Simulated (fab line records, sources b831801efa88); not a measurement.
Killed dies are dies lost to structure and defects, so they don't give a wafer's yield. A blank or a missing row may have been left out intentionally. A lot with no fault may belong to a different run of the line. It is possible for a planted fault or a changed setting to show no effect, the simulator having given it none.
A lot that was struck, set against a sound lot | flow gf180mcu | 18 steps out of a route of 602
Sound: wafers L603.2, L603.3, L603.6. Struck: wafer L610.2. (L610.1, L610.5 of the same lot were not struck and are left out.) The cause comes at the end.
For every step that has rows: the tool of each side, followed by ch and its chambers, followed by its first start. Under that, the readings that differ: sound wafers | struck wafers | difference of the means | sigmas: that difference in standard deviations of wafers without a fault.
alike: readings whose means differ by less than 2 such deviations, and words and numbers that are the same on both sides. not compared: withheld readings, readings that some wafer has no value for, bounds like >300 that may hide the same value, and numbers for which the record gives no deviation and whose values overlap.
Wherever a step has rows on one side only, a row that says differs or no value, or a row with sigmas, the two part there. Numbers that have no deviation but don't overlap get no sigmas and don't part them. A reading that every wafer of one side lacks parts them only if that side has two wafers or more.

first, 3 steps without rows for these wafers: GF_V4_EXPOSE_11 (exposes mask Via4, target cd 260 nm); GF_V4_PEB_12 (peb time 90 s); GF_V4_DEVELOP_13 (develop time 60 s).
GF_V4_CD_MEAS_14 targets a cd of 260 nm.
  struck on cd_sem-02, day 29 17:17; sound on cd_sem-02, day 27 19:27
  alike: cd_nm
GF_V4_OVL_MEAS_15:
  struck on overlay-01, day 29 17:24; sound on overlay-01, day 27 19:34
  alike: V4_OVL
GF_V4_ETCH_16: etches BARC in N2/H2.
  sound on rie_diel-03 ch 0,1,2, day 27 19:35; struck on rie_diel-03 ch 3, day 29 17:26
  reading                     | sound                | struck | difference | sigmas
  drypump_motor_current_A (A) | 5.6 4.6 5.6          | 6.2    | +0.9       | +2
  oes_product_au (a.u.)       | 0.858 0.856 0.853    | 0.845  | -0.011     | -2
  throttle_valve_pct (%)      | 13.220 13.213 13.210 | 13.235 | +0.021     | +2
  alike: h2_flow_sccm
GF_V4_ETCH_17: etches SiO2 in C4F8/O2/Ar, stops on TiN, target depth 630 nm.
  sound on rie_diel-03 ch 0,1,2; struck on rie_diel-03 ch 3
  alike: oes_product_au
GF_V4_STRIP_18: strips in O2/N2.
  sound on plasma_asher-02 ch 0, day 27 19:43; struck on plasma_asher-02 ch 1, day 29 17:34
  reading                     | sound          | struck | difference | sigmas
  drypump_motor_current_A (A) | 5.98 5.97 5.95 | 5.56   | -0.41      | -2
  alike: heater_power_w, oes_product_au, platen_temp_c
  not compared: rf_hours_counter_h
then, 3 steps without rows for these wafers: GF_V4_STRIP_19 (strips in post etch residue remover, time 1200 s); GF_V4_CLEAN_20 (cleans in DIW); GF_V4_SPUTTER_21 (material Ti, target thk 15 nm, time 80.02 s).
GF_V4_SPUTTER_22: material TiN, target thk 10 nm, time 40 s.
  struck on pvd_sputter-02, day 29 18:31; sound on pvd_sputter-03, day 27 20:19
  alike: throttle_valve_pct
GF_V4_CVD_23: deposits W, target thk 350 nm, time 104.9 s.
  sound on cvd_w-02 ch 0,1, day 27 20:22; struck on cvd_w-02 ch 0, day 29 18:33
  reading                          | sound           | struck | difference | sigmas
  model.W_of_V4_CVD_23.thk_nm (nm) | 346 346.3 343.4 | 588.9  | +243.7     |
  alike: heater_power_w
GF_V4_RS_MEAS_24: uses a four-point probe to measure.
  struck on film_metro-03, day 29 18:40; sound on film_metro-03, day 27 20:29
  reading          | sound             | struck | difference | sigmas
  V4_W_RS (ohm/sq) | 0.332 0.331 0.335 | 0.194  | -0.139     | -41
GF_V4_THK_MEAS_25: measures by xrf.
  struck on film_metro-03, day 29 18:47; sound on film_metro-03, day 27 20:36
  not compared: V4_W_THK
GF_V4_CMP_26: polishes, stops on SiO2, t overpolish 15 s, target thk 0 nm.
  sound on cmp-02 ch 0,1,2, day 27 20:42; struck on cmp-02 ch 0, day 29 18:53
  reading                | sound    | struck | difference | sigmas
  time_to_endpoint_s (s) | 81 86 81 | 133    | +50        | +14
  alike: motor_current_A, slurry_filter_dp_kPa
GF_MIM_SPUTTER_00: material Ti, target thk 37.5 nm, time 150 s.
  struck on pvd_sputter-03, day 29 19:08; sound on pvd_sputter-01, day 27 20:57
  alike: throttle_valve_pct
GF_PASSIVATION_PROBE_99:
  rows exist in the record for the sound wafers here (prober-02, day 31 23:35), none for the struck ones

== WHERE THEY PART ==
First at GF_V4_ETCH_16; last, within this record, at GF_PASSIVATION_PROBE_99.

WHY: what the simulator had put in
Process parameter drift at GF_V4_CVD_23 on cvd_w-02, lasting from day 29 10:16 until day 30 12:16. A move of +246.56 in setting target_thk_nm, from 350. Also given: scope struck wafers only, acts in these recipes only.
